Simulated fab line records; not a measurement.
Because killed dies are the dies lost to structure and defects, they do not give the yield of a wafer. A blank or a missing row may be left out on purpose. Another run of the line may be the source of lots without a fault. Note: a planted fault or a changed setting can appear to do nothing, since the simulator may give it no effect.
fab line records	flow sky130
record: lots: 5	wafers: 15	last_day: 50
route steps=708 shown CONTACT@427 METAL1@434
lots that met no fault: taken from a fault-free run of the same line
start_h: the number of hours between the record's first day and the start of the first shown wafer of the lot	wait_h: how many hours have passed since the lot's step before this one	" the same as in the row above	L1.1+2: one row covering several wafers at once	- value missing, or start not given	* or withheld: withheld	< > ~ a bound
route shown NAME@n: NAME is a module with steps in the file, n the number in the route of the first one	usual: mean/standard deviation of fault-free wafers	same: alike in all rows	chamber/n: place in a boat	sites: each site's reading	_std_site: standard deviation of those values	_edge_site: outer sites' mean less inner sites'	radius_mm: how far each site lies from the wafer's centre	mask NAME#n: copy n	behind: tool/chamber where the wafer was last shaped	hold: why the lot went on hold/how many hours it stayed there/how the hold came to an end	device: names the non-switching transistor (n, p or np)	end of line: the tests these same wafers got at the end of their route	a step with no rows: only its recipe	killed: not the wafer's yield, but the dies lost to structure and defects at the first sort	map: per-die view of a wafer (x killed, . not killed, _ where there is no die)
set.NAME: setting as actually run; set.NAME@STEP: the setting as run at that earlier step	model.NAME: the simulator's own value behind a step, which no gauge read
lots seen at some steps along the route; tables by step, rows by wafer
services: the hour from which a tool's chamber was out of use, counted from the record's first day as start_h (under 0 if before that day), plus the number of hours and why
== steps ==
step: SKY_CONTACT_CLEAN_21
recipe: chemistry: IPA	time_s: 180	temp_c: 25
lot.wafer	tool	chamber	start_h	wait_h
L078.4+5+6	wet_bench-01	0	766.52	0.0
L086.1+2+4	wet_bench-03	2	825.06	0.0
L094.3+4+6	wet_bench-02	3	889.04	0.0
L097.1+4+5	wet_bench-01	3	908.33	0.0
L096.1+2+4	wet_bench-02	3	918.43	0.0
step: SKY_CONTACT_CLEAN_22
recipe: chemistry: O3/DIW	dry: n2_spin
lot.wafer	tool	chamber	start_h	wait_h
L078.4+5+6	wet_bench-03	2	766.64	0.0
L086.1+2+4	wet_bench-03	3	825.12	0.0
L094.3+4+6	wet_bench-01	3	889.10	0.0
L097.1+4+5	wet_bench-03	3	908.39	0.0
L096.1+2+4	wet_bench-03	3	918.49	0.0
step: SKY_CONTACT_SPUTTER_23
recipe: material: TiN	target_thk_nm: 20	chamber_pressure_pa: 5	power_w: 4000	time_s: 80
usual: chamber_pressure_pa: 4.999/0.0099	throttle_valve_pct: 29.8/0.52
lot.wafer	tool	chamber	start_h	wait_h	chamber_pressure_pa	throttle_valve_pct
L078.4	pvd_sputter-01	-	766.74	0.0	4.996	29.8
L078.5	"	-	"	"	4.999	28.9
L078.6	"	-	"	"	4.990	30.0
L086.1	pvd_sputter-04	-	825.21	0.0	4.989	30.2
L086.2	"	-	"	"	4.989	30.4
L086.4	"	-	"	"	4.972	29.9
L094.3	pvd_sputter-02	-	889.19	0.0	5.020	29.2
L094.4	"	-	"	"	5.008	30.8
L094.6	"	-	"	"	5.004	29.1
L097.1	pvd_sputter-04	-	908.48	0.0	4.991	30.0
L097.4	"	-	"	"	4.991	29.7
L097.5	"	-	"	"	4.995	29.8
L096.1	pvd_sputter-02	-	918.58	0.0	4.995	29.2
L096.2	"	-	"	"	4.998	29.0
L096.4	"	-	"	"	4.993	30.3
step: SKY_CONTACT_CVD_24
recipe: material: W	target_thk_nm: 340	time_s: 102.12	temp_c: 400	pressure_torr: 40
usual: heater_power_w: 880/96
lot.wafer	tool	chamber	start_h	wait_h	heater_power_w
L078.4	cvd_w-01	1	766.83	0.1	992
L078.5	"	1	"	"	963
L078.6	"	0	"	"	836
L086.1	cvd_w-01	1	825.27	0.0	1008
L086.2	"	0	"	"	838
L086.4	"	0	"	"	811
L094.3	cvd_w-01	1	889.29	0.1	1025
L094.4	"	0	"	"	840
L094.6	"	1	"	"	999
L097.1	cvd_w-02	1	908.55	0.0	745
L097.4	"	0	"	"	913
L097.5	"	1	"	"	739
L096.1	cvd_w-01	0	918.64	0.0	774
L096.2	"	1	"	"	853
L096.4	"	1	"	"	901
step: SKY_CONTACT_RS_MEAS_25
recipe: thk_meas_gauge: four-point-probe	reads: W_of_CONTACT_CVD_24+TiN_of_CONTACT_SPUTTER_23
usual: CONTACT_W_RS: 0.337/0.0064
lot.wafer	tool	chamber	start_h	wait_h	CONTACT_W_RS[ohm/sq]
L078.4	film_metro-04	-	766.97	0.1	0.340
L078.5	"	-	"	"	0.340
L078.6	"	-	"	"	0.344
L086.1	film_metro-04	-	825.38	0.1	0.338
L086.2	"	-	"	"	0.345
L086.4	"	-	"	"	0.339
L094.3	film_metro-04	-	889.40	0.1	0.332
L094.4	"	-	"	"	0.342
L094.6	"	-	"	"	0.338
L097.1	film_metro-02	-	908.66	0.1	0.327
L097.4	"	-	"	"	0.339
L097.5	"	-	"	"	0.326
L096.1	film_metro-02	-	918.75	0.1	0.338
L096.2	"	-	"	"	0.336
L096.4	"	-	"	"	0.337
step: SKY_CONTACT_THK_MEAS_26
recipe: thk_meas_gauge: xrf	reads: W_of_CONTACT_CVD_24
usual: CONTACT_W_THK: 336/7
lot.wafer	tool	chamber	start_h	wait_h	CONTACT_W_THK[nm]
L078.4	film_metro-04	-	767.06	0.1	336
L078.5	"	-	"	"	334
L078.6	"	-	"	"	331
L086.1	film_metro-04	-	825.50	0.1	338
L086.2	"	-	"	"	330
L086.4	"	-	"	"	335
L094.3	film_metro-04	-	889.50	0.1	345
L094.4	"	-	"	"	335
L094.6	"	-	"	"	336
L097.1	film_metro-02	-	908.78	0.1	345
L097.4	"	-	"	"	333
L097.5	"	-	"	"	344
L096.1	film_metro-02	-	918.87	0.1	334
L096.2	"	-	"	"	335
L096.4	"	-	"	"	334
step: SKY_CONTACT_CMP_27
recipe: stop_on: SiO2	t_overpolish_s: 15	down_force_psi: 3.5	platen_rpm: 60	target_thk_nm: 0	pad_velocity_m_s: 0.94248
usual: motor_current_A: 10.9/0.96	overpolish_run_s: 15.000/0.0092	time_to_endpoint_s: 81/3.5
lot.wafer	tool	chamber	start_h	wait_h	motor_current_A	overpolish_run_s	time_to_endpoint_s
L078.4	cmp-02	2	767.09	0.0	10.0	14.994	76
L078.5	"	2	"	"	11.0	15.004	74
L078.6	"	3	"	"	12.2	15.000	76
L086.1	cmp-02	2	825.56	0.1	10.2	14.984	82
L086.2	"	3	"	"	11.8	15.001	80
L086.4	"	0	"	"	11.6	15.015	82
L094.3	cmp-01	1	889.59	0.1	12.1	15.000	87
L094.4	"	2	"	"	12.0	15.006	80
L094.6	"	0	"	"	9.8	15.018	83
L097.4	cmp-01	0	908.89	0.1	9.6	14.992	80
L097.1	"	2	"	"	11.9	15.012	81
L097.5	"	0	"	"	9.8	15.002	84
L096.2	cmp-01	0	918.98	0.1	9.5	15.002	83
L096.1	"	1	"	"	11.2	14.994	78
L096.4	"	2	"	"	12.2	15.007	77
step: SKY_METAL1_SPUTTER_00
recipe: material: Ti	target_thk_nm: 15	power_w: 3000	time_s: 10	chamber_pressure_pa: 0.4
usual: chamber_pressure_pa: 0.3999/0.00083	throttle_valve_pct: 30.1/0.63
lot.wafer	tool	chamber	start_h	wait_h	chamber_pressure_pa	throttle_valve_pct
L078.4	pvd_sputter-04	-	767.39	0.2	0.4014	30.3
L078.5	"	-	"	"	0.3997	30.0
L078.6	"	-	"	"	0.4006	29.7
L086.1	pvd_sputter-03	-	825.86	0.2	0.3982	29.7
L086.2	"	-	"	"	0.4000	30.3
L086.4	"	-	"	"	0.4001	29.5
L094.3	pvd_sputter-03	-	889.84	0.2	0.3989	29.9
L094.4	"	-	"	"	0.3998	31.0
L094.6	"	-	"	"	0.3995	29.9
L097.1	pvd_sputter-04	-	909.14	0.1	0.3992	30.3
L097.4	"	-	"	"	0.3999	29.6
L097.5	"	-	"	"	0.4003	29.8
L096.1	pvd_sputter-03	-	919.23	0.1	0.4005	29.5
L096.2	"	-	"	"	0.4001	30.8
L096.4	"	-	"	"	0.4016	29.8
step: SKY_METAL1_SPUTTER_01
recipe: material: TiN	target_thk_nm: 20	power_w: 6500	time_s: 16.7	chamber_pressure_pa: 0.4
usual: chamber_pressure_pa: 0.4001/0.00076	throttle_valve_pct: 30.1/0.63
lot.wafer	tool	chamber	start_h	wait_h	chamber_pressure_pa	throttle_valve_pct
L078.4	pvd_sputter-04	-	767.41	0.0	0.3993	30.1
L078.5	"	-	"	"	0.4008	29.8
L078.6	"	-	"	"	0.4000	29.9
L086.1	pvd_sputter-03	-	825.88	0.0	0.4007	29.4
L086.2	"	-	"	"	0.3992	30.2
L086.4	"	-	"	"	0.4009	29.6
L094.3	pvd_sputter-03	-	889.87	0.0	0.3993	30.0
L094.4	"	-	"	"	0.4002	31.3
L094.6	"	-	"	"	0.4004	29.9
L097.1	pvd_sputter-04	-	909.16	0.0	0.3989	30.2
L097.4	"	-	"	"	0.3991	29.7
L097.5	"	-	"	"	0.4000	29.6
L096.1	pvd_sputter-03	-	919.25	0.0	0.4002	29.4
L096.2	"	-	"	"	0.3987	31.1
L096.4	"	-	"	"	0.3991	30.1
step: SKY_METAL1_SPUTTER_02
recipe: material: AlCu	target_thk_nm: 250	power_w: 10600	time_s: 13.3	chamber_pressure_pa: 0.4
usual: chamber_pressure_pa: 0.4000/0.00079	throttle_valve_pct: 30.1/0.63
lot.wafer	tool	chamber	start_h	wait_h	chamber_pressure_pa	throttle_valve_pct
L078.4	pvd_sputter-04	-	767.44	0.0	0.3998	30.2
L078.5	"	-	"	"	0.3996	29.8
L078.6	"	-	"	"	0.3993	29.9
L086.1	pvd_sputter-03	-	825.91	0.0	0.3992	29.3
L086.2	"	-	"	"	0.3997	30.1
L086.4	"	-	"	"	0.3995	29.6
L094.3	pvd_sputter-03	-	889.89	0.0	0.3992	29.5
L094.4	"	-	"	"	0.4012	30.9
L094.6	"	-	"	"	0.3996	30.0
L097.1	pvd_sputter-04	-	909.18	0.0	0.3999	30.1
L097.4	"	-	"	"	0.4004	30.0
L097.5	"	-	"	"	0.4012	29.9
L096.1	pvd_sputter-03	-	919.28	0.0	0.4000	29.5
L096.2	"	-	"	"	0.4000	31.1
L096.4	"	-	"	"	0.4006	29.9
step: SKY_METAL1_SPUTTER_03
recipe: material: Ti	target_thk_nm: 5	power_w: 3000	time_s: 3.3	chamber_pressure_pa: 0.4
usual: chamber_pressure_pa: 0.3999/0.00078	throttle_valve_pct: 30.1/0.64
lot.wafer	tool	chamber	start_h	wait_h	chamber_pressure_pa	throttle_valve_pct
L078.4	pvd_sputter-04	-	767.46	0.0	0.4006	30.6
L078.5	"	-	"	"	0.4000	30.0
L078.6	"	-	"	"	0.3993	30.0
L086.1	pvd_sputter-03	-	825.93	0.0	0.4004	29.4
L086.2	"	-	"	"	0.3986	30.3
L086.4	"	-	"	"	0.4001	29.7
L094.3	pvd_sputter-03	-	889.92	0.0	0.3989	29.9
L094.4	"	-	"	"	0.4001	31.1
L094.6	"	-	"	"	0.3991	29.8
L097.1	pvd_sputter-04	-	909.21	0.0	0.4010	30.3
L097.4	"	-	"	"	0.4001	29.8
L097.5	"	-	"	"	0.3983	29.7
L096.1	pvd_sputter-03	-	919.30	0.0	0.3998	29.3
L096.2	"	-	"	"	0.3999	31.1
L096.4	"	-	"	"	0.3996	29.9
== services ==
tool	chamber	start_h	hours	kind
cmp-01	-	744.22	4.0	pm
cmp-01	-	748.22	-	consumable_replace:conditioner
cmp-01	-	748.22	-	consumable_replace:pad
wet_bench-02	-	803.68	8.3	repair
pvd_sputter-03	0	816.48	-	consumable_replace:kit
pvd_sputter-03	0	816.48	18.0	scheduled_down
pvd_sputter-03	0	816.48	18.0	vent_cycle
cmp-02	-	844.24	2.1	repair
cmp-02	-	847.73	1.6	repair
cmp-01	-	858.16	1.7	repair
cmp-01	-	865.34	2.3	pm
pvd_sputter-01	-	871.75	0.5	repair
pvd_sputter-03	-	887.45	2.3	repair
cmp-02	-	893.34	0.5	repair
cmp-02	-	900.93	1.7	repair
cvd_w-01	-	904.00	14.0	pm
cvd_w-01	0	904.00	14.0	vent_cycle
cvd_w-01	1	904.00	14.0	vent_cycle
pvd_sputter-02	-	904.63	8.7	repair
cmp-02	-	912.00	4.0	pm
cmp-02	-	916.00	7.4	pm
pvd_sputter-01	-	916.74	1.0	repair
cvd_w-01	0	918.00	-	clean
cvd_w-01	1	918.00	-	clean
== key ==
fault none
